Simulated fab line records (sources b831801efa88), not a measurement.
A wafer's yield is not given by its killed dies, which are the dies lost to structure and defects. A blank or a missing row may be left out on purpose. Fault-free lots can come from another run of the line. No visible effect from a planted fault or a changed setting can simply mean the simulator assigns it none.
Problem report, 8D (eight disciplines) form, completed by code + flow sky130 + the parts of the form that need people (team, actions taken, sign-off) are left out

1. THE ISSUE
Mean LI_CONTACT_HDPCVD_THK at SKY_LI_CONTACT_THK_MEAS_01: 1002 nm over 6 wafers in 3 lots; fault-free wafers: 924 nm, standard deviation 9.7. That puts it +8.0 standard deviations away from the usual mean.
Seen first at day 33 04:21 on film_metro-03, wafer L135.3. The record holds 36 wafers of 12 lots with a number at this step. Rule for "out" (also "out of limits"): further than 4 standard deviations from the usual mean. Any other wafer with a number is counted as sound.

2. WHAT THIS IS AND IS NOT
| question                    | is                                             | is not                                                                          |
|-----------------------------|------------------------------------------------|---------------------------------------------------------------------------------|
| which readings at this step | LI_CONTACT_HDPCVD_THK                          | -                                                                               |
| which lots                  | L135, L136, L137                               | L122, L124, L125, L126, L128, L129, L130, L134, L141                            |
| which wafers of those lots  | L135.3, L135.5, L136.5, L136.6, L137.5, L137.6 | L135.1, L136.4, L137.1                                                          |
| read on which gauges        | film_metro-03, film_metro-04                   | film_metro-02                                                                   |
| when                        | from day 33 04:21                              | up to then (25 sound wafers); but 5 sound wafers of L136, L137, L141 came after |

3. SUSPECTS, AND WHAT RULES EACH OUT
Counting: a tool at a process step up to the reading stays a suspect if it ran every lot that is out. Sound lots after the first of them don't rule it out here, since some wafers of a struck lot are sound.
- the gauge at SKY_LI_CONTACT_THK_MEAS_01 is ruled out. Those wafers that are out were read across 2 gauges (film_metro-03, film_metro-04).
- hdpcvd-02 at SKY_LI_CONTACT_HDPCVD_00 (deposits PSG, target thk 930 nm, time 155 s): kept. It processed each lot that is out (first: L135, day 33 04:15); up to then, its last sound lot is L130 (day 31 13:02). On those wafers its own readings are out: run_length_s.
Left after counting: hdpcvd-02 at SKY_LI_CONTACT_HDPCVD_00.

4. THE CAUSE (what the simulator had put in)
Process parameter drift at SKY_LI_CONTACT_HDPCVD_00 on hdpcvd-02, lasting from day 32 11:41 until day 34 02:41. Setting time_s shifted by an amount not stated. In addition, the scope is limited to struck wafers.
This tool alone remained once counting was done.

5. SEQUENCE OF EFFECTS, ordered by route
Each row: a reading whose mean over the struck wafers that have a number lies more than 3 standard deviations from the usual. Scope: only readings with a usual standard deviation given in the record; hours: median across lots of the time from each lot's start at the first step in this table that gives one to its start at this step; sigmas: change in usual standard deviations.
| hours | step                       | reading               | usual   | on struck wafers | change | sigmas |
|-------|----------------------------|-----------------------|---------|------------------|--------|--------|
| 0     | SKY_LI_CONTACT_HDPCVD_00   | run_length_s          | 183.2 s | 195.7            | +12.5  | +22    |
| 0     | SKY_LI_CONTACT_THK_MEAS_01 | LI_CONTACT_HDPCVD_THK | 924 nm  | 1002             | +78    | +8.0   |
| 0     | SKY_LI_CONTACT_CMP_02      | time_to_endpoint_s    | 32.2 s  | 38.9             | +6.7   | +3.0   |
It contains these process steps:
- SKY_LI_CONTACT_HDPCVD_00: deposits PSG, target thk 930 nm, time 155 s.
- SKY_LI_CONTACT_CMP_02: polishes PSG.

6. HOW IT WOULD HAVE BEEN CAUGHT EARLIER
The first out-of-limits reading at a measuring or inspecting step in this record came at day 33 04:21, 17 hours after the fault's start at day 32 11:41.
The tool's own readings at SKY_LI_CONTACT_HDPCVD_00 were out on every struck wafer that the step has a row for (run_length_s): an alarm limit on them would have fired on the first of those.
Lots out: 3; of these, L136, L137 started SKY_LI_CONTACT_HDPCVD_00 on hdpcvd-02 after day 33 04:21. A hold on the tool at that time would have spared those 2.
